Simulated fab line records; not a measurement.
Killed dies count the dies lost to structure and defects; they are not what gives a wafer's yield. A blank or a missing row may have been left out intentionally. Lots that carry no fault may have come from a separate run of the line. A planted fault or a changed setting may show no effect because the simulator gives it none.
The tool behind it: which one? + flow sky130 + 12 lots, 36 wafers sampled, at 5 steps of a route of 708

== WHAT THE GAUGES SHOWED, per wafer ==
SKY_NWELL_OVL_MEAS_23. Usual: NWELL_01_OVL typically reads 0.5 nm, with standard deviation 1.4.
| lot  | measured     | on         | NWELL_01_OVL (nm) | flag |
|------|--------------|------------|-------------------|------|
| L611 | day 5 14:47  | overlay-01 | -0.4 0.1 -0.9     |      |
| L616 | day 6 19:17  | overlay-02 | 0.9 2.3 0.2       |      |
| L617 | day 7 02:32  | overlay-01 | -0.5 0.8 -0.1     |      |
| L620 | day 8 05:27  | overlay-02 | 1.8 0.6 1.4       |      |
| L622 | day 8 14:14  | overlay-02 | 1.7 1.0 0.4       |      |
| L625 | day 9 05:50  | overlay-02 | 0.4 -0.6 2.5      |      |
| L628 | day 9 18:51  | overlay-01 | -1.1 0.2 -1.3     |      |
| L629 | day 10 01:29 | overlay-02 | - - -             | OFF  |
| L630 | day 10 08:38 | overlay-01 | - - -             | OFF  |
| L631 | day 10 17:02 | overlay-02 | 4.2 3.3 4.2       |      |
| L632 | day 10 22:44 | overlay-02 | 1.3 1.4 0.5       |      |
| L633 | day 11 03:23 | overlay-02 | 0.5 2.3 1.1       |      |

SKY_VT_ADJUST_HVTP_CD_MEAS_07 targets a cd of 380 nm. Usual: cdNm reads 379.8 nm (standard deviation 2.8).
| lot  | measured     | on       | cdNm (nm)         | flag |
|------|--------------|----------|-------------------|------|
| L611 | day 6 09:32  | cdSem-01 | 378.5 379.6 381.6 |      |
| L616 | day 7 16:08  | cdSem-01 | 381.4 383.2 383.5 |      |
| L617 | day 7 22:53  | cdSem-01 | 386.2 386.2 385.7 |      |
| L620 | day 9 02:50  | cdSem-02 | 381.4 380.4 381.4 |      |
| L622 | day 9 11:17  | cdSem-01 | 381.4 381.3 382.1 |      |
| L625 | day 10 04:14 | cdSem-01 | 380.2 381.2 380.9 |      |
| L628 | day 10 18:04 | cdSem-02 | 378.0 379.5 377.8 |      |
| L629 | day 11 01:26 | cdSem-02 | 379.7 377.5 378.3 |      |
| L630 | day 11 07:55 | cdSem-01 | 380.3 381.5 378.7 |      |
| L631 | day 11 16:20 | cdSem-01 | 381.5 378.5 381.0 |      |
| L632 | day 11 22:36 | cdSem-01 | 381.0 382.3 383.2 |      |
| L633 | day 12 03:20 | cdSem-02 | 377.1 379.6 379.0 |      |

SKY_VT_ADJUST_LVTN_TW_MEAS_10. Usual: VT_ADJUST_LVTN_TW typically reads 240.8, with standard deviation 2.4.
| lot  | measured     | on           | VT_ADJUST_LVTN_TW | flag |
|------|--------------|--------------|-------------------|------|
| L611 | day 7 05:31  | filmMetro-02 | 244.3 243.5 244.1 |      |
| L616 | day 8 13:40  | filmMetro-03 | 239.6 238.0 237.1 |      |
| L617 | day 8 19:58  | filmMetro-01 | 242.0 243.6 243.6 |      |
| L620 | day 10 01:00 | filmMetro-01 | 242.1 241.3 243.1 |      |
| L622 | day 10 10:07 | filmMetro-02 | 242.8 243.3 244.2 |      |
| L625 | day 11 04:07 | filmMetro-01 | 243.7 243.1 243.0 |      |
| L628 | day 11 17:14 | filmMetro-02 | 239.1 242.0 241.6 |      |
| L629 | day 12 01:28 | filmMetro-02 | 241.8 242.7 243.3 |      |
| L630 | day 12 07:38 | filmMetro-02 | 242.1 241.8 242.7 |      |
| L631 | day 12 17:04 | filmMetro-02 | 242.7 241.9 241.3 |      |
| L632 | day 12 23:53 | filmMetro-03 | 237.7 238.0 238.2 |      |
| L633 | day 13 04:37 | filmMetro-03 | 238.6 237.5 237.5 |      |

== WHAT TOOL EACH LOT RAN ON (gives the tool, then ch and the chambers of the sampled wafers, and finally the start) ==
| lot  | SKY_FIELD_ISO_ETCH_17          | SKY_NWELL_COAT_18                |
|------|--------------------------------|----------------------------------|
| L611 | rieSi-01 ch 1,3, day 2 08:51   | lithoTrack-03 ch 0, day 5 05:50  |
| L616 | rieSi-02 ch 0,1, day 3 14:30   | lithoTrack-03 ch 0, day 6 09:35  |
| L617 | rieSi-01 ch 2,3, day 3 18:15   | lithoTrack-02 ch 0, day 6 16:14  |
| L620 | rieSi-02 ch 0,1,2, day 4 08:23 | lithoTrack-03 ch 0, day 7 19:31  |
| L622 | rieSi-02 ch 0,1,2, day 4 20:28 | lithoTrack-04 ch 0, day 8 03:44  |
| L625 | rieSi-01 ch 0,3, day 5 13:04   | lithoTrack-04 ch 0, day 8 19:50  |
| L628 | rieSi-01 ch 0,1, day 6 01:15   | lithoTrack-04 ch 0, day 9 07:56  |
| L629 | rieSi-01 ch 0,3, day 6 09:37   | lithoTrack-04, day 9 14:44       |
| L630 | rieSi-02 ch 2,3, day 6 14:39   | lithoTrack-02, day 9 21:07       |
| L631 | rieSi-02 ch 0,1, day 6 20:40   | lithoTrack-03 ch 0, day 10 04:29 |
| L632 | rieSi-02 ch 0,2,3, day 7 00:48 | lithoTrack-04 ch 0, day 10 10:40 |
| L633 | rieSi-01 ch 0,1, day 7 05:03   | lithoTrack-03 ch 0, day 10 16:02 |
- SKY_FIELD_ISO_ETCH_17: etches Si in HBr/Cl2/O2, target depth 342 nm, time 97.7 s.
- SKY_NWELL_COAT_18: resist thk 3000 nm.

== WHAT THE TOOLS THEMSELVES READ (means of the sampled wafers that have a number; where no wafer has one, the mark that the record gives instead) ==
SKY_FIELD_ISO_ETCH_17. Usual: HBr_flow_sccm 150.0 sccm, standard deviation 0.44; biasW 150.0 W, standard deviation 0.44; drypumpMotorCurrentA 5.66 A, standard deviation 0.29; oesProductAu 1.007 a.u., standard deviation 0.0084; throttleValvePct 25.652 %, standard deviation 0.01.
| lot  | tool     | HBr_flow_sccm (sccm) | biasW (W) | drypumpMotorCurrentA (A) | oesProductAu (a.u.) | throttleValvePct (%) | flag |
|------|----------|----------------------|-----------|--------------------------|---------------------|----------------------|------|
| L611 | rieSi-01 | 150.1                | 150.1     | 5.81                     | 1.005               | 25.647               |      |
| L616 | rieSi-02 | 149.9                | 150.1     | 5.56                     | 0.999               | 25.665               |      |
| L617 | rieSi-01 | 150.2                | 150.4     | 5.93                     | 1.004               | 25.661               |      |
| L620 | rieSi-02 | 150.3                | 149.9     | 5.48                     | 1.010               | 25.654               |      |
| L622 | rieSi-02 | 150.0                | 150.2     | 5.48                     | 1.017               | 25.645               |      |
| L625 | rieSi-01 | 149.3                | 150.4     | 5.88                     | 1.007               | 25.652               |      |
| L628 | rieSi-01 | 150.2                | 149.9     | 5.36                     | 1.006               | 25.653               |      |
| L629 | rieSi-01 | 149.9                | 149.8     | 5.90                     | 1.004               | 25.647               |      |
| L630 | rieSi-02 | 150.3                | 150.2     | 5.66                     | 1.006               | 25.653               |      |
| L631 | rieSi-02 | 149.5                | 150.5     | 5.57                     | 1.010               | 25.653               |      |
| L632 | rieSi-02 | 149.8                | 150.2     | 5.60                     | 1.011               | 25.651               |      |
| L633 | rieSi-01 | 149.9                | 149.8     | 5.50                     | 1.014               | 25.647               |      |

SKY_NWELL_COAT_18. Usual: chillPlateTempC 23.00 C, standard deviation 0.1; dispensePressureKPa 50 kPa, standard deviation 4.6.
| lot  | tool          | chillPlateTempC (C) | dispensePressureKPa (kPa) | flag |
|------|---------------|---------------------|---------------------------|------|
| L611 | lithoTrack-03 | 22.98               | 46                        |      |
| L616 | lithoTrack-03 | 22.87               | 46                        |      |
| L617 | lithoTrack-02 | 23.11               | 45                        |      |
| L620 | lithoTrack-03 | 22.86               | 46                        |      |
| L622 | lithoTrack-04 | 23.06               | 55                        |      |
| L625 | lithoTrack-04 | 23.13               | 55                        |      |
| L628 | lithoTrack-04 | 23.04               | 55                        |      |
| L629 | lithoTrack-04 | -                   | -                         | OFF  |
| L630 | lithoTrack-02 | -                   | -                         | OFF  |
| L631 | lithoTrack-03 | 22.99               | 46                        |      |
| L632 | lithoTrack-04 | 23.02               | 55                        |      |
| L633 | lithoTrack-03 | 23.04               | 46                        |      |

== THE ANSWER, worked out from the rows above alone ==
Rule: a lot counts as off when the mean over its wafers that have a number is more than 3 standard deviations away from the usual mean. Also off: a lot with no number at a reading for which 4 or more lots have one. Any other lot the step has rows for is counted as sound. Order of review: gauges by route order, followed by the tools' own readings, for which a lot's mean as printed above is used. At the first step where some lot is off, the reading lying furthest off is the one used; lots without a number count as furthest.
Off: L629, L630, seen at SKY_NWELL_OVL_MEAS_23 (NWELL_01_OVL). Without a number there: L629, L630.
A tool fits if, at a process step before that reading, it ran every lot that is off, and no sound lot after the first of them. The gauges at SKY_NWELL_OVL_MEAS_23 aren't tried: what is off there is off at SKY_NWELL_COAT_18 too, on other tools, and a gauge's error can't cause that. Not one of the candidates tried fits.

== WHAT HAD BEEN PUT IN BY THE SIMULATOR ==
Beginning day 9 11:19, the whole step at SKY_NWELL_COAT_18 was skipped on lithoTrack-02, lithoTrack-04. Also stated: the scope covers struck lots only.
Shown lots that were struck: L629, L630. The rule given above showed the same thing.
